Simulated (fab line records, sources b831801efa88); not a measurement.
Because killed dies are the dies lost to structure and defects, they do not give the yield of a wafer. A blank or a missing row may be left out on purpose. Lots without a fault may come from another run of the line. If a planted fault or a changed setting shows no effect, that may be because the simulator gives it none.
A struck lot beside a sound one ; flow sky130 ; 20 out of 708 route steps
Sound: the wafers L503.1, L503.3, L503.5. Wafers struck: L511.2, L511.3, L511.5. Last of all comes the cause.
Order at every step that has rows: each side's tool, ch and its chambers, its first start. Under that, the readings that differ: sound wafers ; struck wafers ; difference of the means ; sigmas: that difference in standard deviations of wafers without a fault.
alike: words and numbers the same on both sides, and readings whose means are apart by under 2 such deviations; not compared: readings that were withheld, readings missing a value for some wafer, numbers with overlapping values and no deviation given by the record, and bounds like >300 which may hide the same value.
A row with sigmas, a row that says differs or no value, or rows on one side alone: a step with any of these is where the two part. Numbers that don't overlap but have no deviation are shown without sigmas and don't part them. A reading missing from all wafers of one side parts the sides only when that side holds two or more wafers.

first, 3 steps without rows for these wafers: SKY_VT_ADJUST_HVTR_EXPOSE_04 (exposes mask HVTRM, target cd 380 nm); SKY_VT_ADJUST_HVTR_PEB_05; SKY_VT_ADJUST_HVTR_DEVELOP_06 (develop time 60 s).
SKY_VT_ADJUST_HVTR_CD_MEAS_07: target cd 380 nm.
  sound on cd-sem-01 at day 10 04:39; struck on cd-sem-01 at day 12 07:21
reading;sound;struck;difference;sigmas
cd-nm (nm);382.2 380.3 381.3;375.8 377.0 375.8;-5.1;-2
SKY_VT_ADJUST_HVTR_OVL_MEAS_08:
  sound on overlay-01 at day 10 04:46; struck on overlay-02 at day 12 07:28
  alike: VT_ADJUST_HVTR_OVL
after that, 1 step had no rows for these wafers: SKY_VT_ADJUST_HVTR_IMPLANT_09.
SKY_VT_ADJUST_HVTR_STRIP_10: strips in O2/N2.
  sound on plasma-asher-01 ch 0,1, day 10 04:57; struck on plasma-asher-03 ch 0,1, day 12 07:38
reading;sound;struck;difference;sigmas
drypump-motor-current-A (A);6.1 6.1 5.9;5.3 5.2 5.2;-0.8;-2
  alike: oes-product-au, strip-time-to-endpoint-s
  not compared: rf-hours-counter-h
SKY_VT_ADJUST_HVTR_TW_MEAS_11:
  sound on film-metro-03 at day 10 05:03; struck on film-metro-01 at day 12 07:45
  alike: VT_ADJUST_HVTR_TW
then, 4 steps without rows for these wafers: SKY_VT_ADJUST_PCH_DEHYDRATE_00 (time 60 s); SKY_VT_ADJUST_PCH_HMDS_01 (prime time 60 s); SKY_VT_ADJUST_PCH_COAT_02 (resist thk 3000 nm); SKY_VT_ADJUST_PCH_SOFTBAKE_03.
SKY_VT_ADJUST_PCH_EXPOSE_04: exposes mask NWM, target cd 840 nm.
  sound on iline-stepper-01 ch 0, day 10 15:16; struck on iline-stepper-02 ch 0, day 12 19:58
reading;sound;struck;difference;sigmas
mask;NWM#0 NWM#0 NWM#0;HVTRM#0 HVTRM#0 HVTRM#0;differs;
then, 2 steps without rows for these wafers: SKY_VT_ADJUST_PCH_PEB_05; SKY_VT_ADJUST_PCH_DEVELOP_06 (develop time 60 s).
SKY_VT_ADJUST_PCH_OVL_MEAS_07:
  sound on overlay-02 at day 11 02:09; struck on overlay-02 at day 13 08:02
reading;sound;struck;difference;sigmas
VT_ADJUST_PCH_OVL (nm);2.3 0.7 1.3;- - -;no value on the struck wafers;
after that, 1 step had no rows for these wafers: SKY_VT_ADJUST_PCH_IMPLANT_08.
SKY_VT_ADJUST_PCH_STRIP_09: strips in O2/N2.
  sound on plasma-asher-04 ch 0,1, day 11 02:20; struck on plasma-asher-03 ch 0,1, day 13 08:13
  alike: drypump-motor-current-A, oes-product-au, strip-time-to-endpoint-s
  not compared: rf-hours-counter-h
SKY_VT_ADJUST_PCH_TW_MEAS_10:
  sound on film-metro-02 at day 11 02:26; struck on film-metro-01 at day 13 08:20
reading;sound;struck;difference;sigmas
VT_ADJUST_PCH_TW;143.0 143.8 143.2;29.9 29.9 30.1;-113.4;-99 or more
then, 1 step without rows for these wafers: SKY_SONOS_TUNNEL_DEHYDRATE_00 (time 60 s).

## WHERE THEY PART
At SKY_VT_ADJUST_HVTR_CD_MEAS_07 first; at SKY_VT_ADJUST_PCH_TW_MEAS_10 last (within this record only).

WHY: the cause the simulator had injected
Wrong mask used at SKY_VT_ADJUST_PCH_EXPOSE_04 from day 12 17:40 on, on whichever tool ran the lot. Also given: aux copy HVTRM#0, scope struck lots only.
